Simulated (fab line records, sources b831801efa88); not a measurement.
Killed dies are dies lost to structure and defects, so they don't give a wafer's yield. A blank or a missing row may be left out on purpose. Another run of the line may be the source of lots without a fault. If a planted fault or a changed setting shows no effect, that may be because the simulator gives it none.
Comparing a struck lot with a sound one	flow sky130	22 steps out of a route of 708
Sound: the wafers L233.1, L233.2, L233.4. Wafers struck: L239.3, L239.4, L239.6. Last of all comes the cause.
Each step with rows lists, per side, the tool, then ch with its chambers, then its first start. Under that, the readings that differ: sound wafers	struck wafers	difference of the means	sigmas: that difference in standard deviations of wafers without a fault.
alike: a reading whose means differ by less than 2 such deviations, as well as words and numbers matching on both sides. not compared: withheld readings; readings where some wafer has no value; bounds like >300 that might hide an equal value; numbers whose values overlap and for which the record gives no deviation.
A row with sigmas, a row that says differs or no value, or rows on one side alone: a step with any of these is where the two part. Non-overlapping numbers with no deviation appear without sigmas and do not part them. A reading that every wafer of one side lacks parts them only if that side has two wafers or more.

first, 3 steps without rows for these wafers: SKY_POLY_CUT_EXPOSE_05 (exposes mask NPCM, target cd 270 nm); SKY_POLY_CUT_PEB_06; SKY_POLY_CUT_DEVELOP_07 (develop time 60 s).
SKY_POLY_CUT_CD_MEAS_08 targets a cd of 270 nm.
  struck on cdSem-01, day 26 18:58; sound on cdSem-02, day 24 23:17
  alike: cdNm
SKY_POLY_CUT_OVL_MEAS_09:
  struck on overlay-01, day 26 19:03; sound on overlay-01, day 24 23:25
  alike: POLY_CUT_OVL
SKY_POLY_CUT_ETCH_10: etches BARC in N2/H2, stops on SiO2, time 45.9 s, target depth 60 nm.
  sound on rieDiel-02 ch 1,2,3, day 24 23:27; struck on rieDiel-02 ch 0,1,3, day 26 19:05
  alike: biasW, drypumpMotorCurrentA, h2FlowSccm, oesProductAu, throttleValvePct
  not compared: rfHoursCounterH
SKY_POLY_CUT_ETCH_11: etches Si3N4 in CF4/CH2F2/Ar, stops on poly-Si, time 42.5 s, target depth 60 nm.
  sound on rieDiel-02 ch 1,2,3, day 24 23:29; struck on rieDiel-02 ch 0,1,3, day 26 19:07
  alike: biasW, drypumpMotorCurrentA, oesProductAu, throttleValvePct
  not compared: rfHoursCounterH
SKY_POLY_CUT_STRIP_12: strips in O2/N2.
  sound on plasmaAsher-02 ch 0,1, day 24 23:32; struck on plasmaAsher-02 ch 0,1, day 26 19:11
  alike: drypumpMotorCurrentA, oesProductAu, stripTimeToEndpointS
  not compared: rfHoursCounterH
then, 4 steps without rows for these wafers: SKY_SD_P_DEHYDRATE_00 (time 60 s); SKY_SD_P_HMDS_01 (prime time 60 s); SKY_SD_P_COAT_02 (resist thk 1140 nm); SKY_SD_P_SOFTBAKE_03 (time 60 s).
SKY_SD_P_EXPOSE_04: exposes mask PSDM, target cd 380 nm.
  sound on ilineStepper-02 ch 0, day 25 14:21; struck on ilineStepper-02 ch 0, day 27 10:07
reading	sound	struck	difference	sigmas
mask	PSDM#0 PSDM#0 PSDM#0	NSDM#0 NSDM#0 NSDM#0	differs	
then, 2 steps without rows for these wafers: SKY_SD_P_PEB_05; SKY_SD_P_DEVELOP_06 (develop time 60 s).
SKY_SD_P_CD_MEAS_07 targets a cd of 380 nm.
  struck on cdSem-01, day 28 00:23; sound on cdSem-01, day 26 04:42
reading	sound	struck	difference	sigmas
cdNm (nm)	377.6 379.3 377.1	- - -	no value on the struck wafers	
SKY_SD_P_OVL_MEAS_08:
  struck on overlay-02, day 28 00:29; sound on overlay-02, day 26 04:49
reading	sound	struck	difference	sigmas
SD_P_OVL (nm)	-1.8 -0.9 -1.7	- - -	no value on the struck wafers	
following that, these wafers have no rows for 1 step: SKY_SD_P_IMPLANT_09.
SKY_SD_P_STRIP_10: strips in O2/N2.
  sound on plasmaAsher-03 ch 0,1, day 26 05:01; struck on plasmaAsher-03 ch 0,1, day 28 00:41
  alike: drypumpMotorCurrentA, oesProductAu, stripTimeToEndpointS
  not compared: rfHoursCounterH
SKY_SD_P_TW_MEAS_11:
  struck on filmMetro-01, day 28 00:47; sound on filmMetro-02, day 26 05:07
reading	sound	struck	difference	sigmas
SD_P_TW	2863 2888 2868	30 30 30	-2843	-99 or more
then, 1 step without rows for these wafers: SKY_RES_XHIGH_DEHYDRATE_00 (time 60 s).
-- here the record skips 20 days between the struck wafers' starts before and after, leaving off in module RES_XHIGH and picking up in module PAD_OPEN (first step shown: number 708 of the route) --
SKY_PAD_OPEN_PROBE_99:
  the record has rows for the struck wafers here (prober-01, day 47 17:05) and none for the sound ones

## WHERE THEY PART
Earliest at SKY_SD_P_EXPOSE_04; latest, in this record, at SKY_PAD_OPEN_PROBE_99.

WHY: what had been put in by the simulator
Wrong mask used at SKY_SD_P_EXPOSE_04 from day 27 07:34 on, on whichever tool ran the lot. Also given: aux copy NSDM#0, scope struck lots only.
